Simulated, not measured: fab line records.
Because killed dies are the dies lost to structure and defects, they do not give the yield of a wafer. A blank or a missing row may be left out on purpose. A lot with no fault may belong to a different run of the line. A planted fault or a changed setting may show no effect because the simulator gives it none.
Code-filled problem report in 8D (eight disciplines) form | flow sky130 | the parts of the form that need people (team, actions taken, sign-off) are left out

== 1. THE PROBLEM ==
Mean of killed_at_M0_to_M3 at SKY_PAD_OPEN_PROBE_99: 445 across 6 wafers in 2 lots; on wafers with no fault it is 42 (standard deviation 7.4). Measured from the usual mean, that is +54 standard deviations.
Earliest sighting: wafer L675.1 on prober-02 at day 46 21:48. Wafers with a number at this step in the record: 9, from 3 lots. Rule for "out" (also "out of limits"): further than 4 standard deviations from the usual mean. The rest of the wafers with a number are treated as sound.

== 2. WHAT THIS IS AND IS NOT ==
question                    | is                                                                                                                     | is not
which readings at this step | killed_at_M0_to_M3, defect_limited_yield, killed_dies, killed_on_rim, sort_bin_5_function, sort_n_pass, sort_yield_pct | killed_at_M4_up, killed_at_other, killed_open, killed_short, sort_bin_3_pad_short, sort_bin_6_memory
which lots                  | L675, L676                                                                                                             | L686
which wafers of those lots  | all that have a number                                                                                                 | -
read on which tools         | prober-01, prober-02                                                                                                   | -
when                        | from day 46 21:48                                                                                                      | up to then (0 sound wafers); but 3 sound wafers of L686 came after

== 3. WHAT RULES OUT EACH SUSPECT ==
Counting: a tool stays on the suspect list if, at a process step up to the reading, it processed all lots that are out and no sound lot following the first of them.
- plasma_asher-04 at SKY_VIA3_STRIP_16 (strips in O2/N2): kept. It ran every lot that is out, first L675 (day 41 01:04), and no sound lot after that.
Remaining after the count: plasma_asher-04 at SKY_VIA3_STRIP_16.

== 4. THE CAUSE (what the simulator had put in) ==
Step skipped in full: plasma_asher-04, at SKY_VIA3_STRIP_16, from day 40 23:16 onward. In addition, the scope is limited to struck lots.
The count eliminated every tool but this one.

== 5. THE EFFECT CHAIN, in route order ==
Rows list readings where the struck wafers' mean (over those with a number) sits beyond 3 standard deviations from the usual. Scope: only readings with a usual standard deviation given in the record; hours: median across lots of the time from each lot's start at the first step in this table that gives one to its start at this step; sigmas: change in usual standard deviations.
hours | step                  | reading              | usual  | on struck wafers | change | sigmas
0     | SKY_PAD_OPEN_PROBE_99 | defect_limited_yield | 82.5 % | 0.0              | -82.5  | -43
0     | SKY_PAD_OPEN_PROBE_99 | killed_at_M0_to_M3   | 42     | 445              | +403   | +54
0     | SKY_PAD_OPEN_PROBE_99 | killed_dies          | 86     | 492              | +406   | +44
0     | SKY_PAD_OPEN_PROBE_99 | killed_on_rim        | 17     | 96               | +79    | +20
0     | SKY_PAD_OPEN_PROBE_99 | sort_bin_5_function  | 10.3 % | 92.5             | +82.2  | +55
0     | SKY_PAD_OPEN_PROBE_99 | sort_n_pass          | 406    | 0                | -406   | -44
0     | SKY_PAD_OPEN_PROBE_99 | sort_yield_pct       | 82.5 % | 0.0              | -82.5  | -43
Process steps it contains:
- SKY_PAD_OPEN_PROBE_99
Readings that are blank on the struck wafers while sound wafers have them: chamber_pressure_mTorr at SKY_VIA3_STRIP_16; drypump_motor_current_A at SKY_VIA3_STRIP_16; oes_product_au at SKY_VIA3_STRIP_16; strip_time_to_endpoint_s at SKY_VIA3_STRIP_16.

== 6. WHAT WOULD HAVE CAUGHT IT SOONER ==
First out-of-limits reading in this record: day 46 21:48, which is 143 hours after fault onset at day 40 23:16.
At SKY_VIA3_STRIP_16 the tool's readings are blank on the struck wafers, where sound wafers have them: an empty tool record is the first sign, and it was there at once.
By day 46 21:48, every lot that is out (2) had started SKY_VIA3_STRIP_16 on plasma_asher-04. Tool hold at that time: it would have spared none of them.
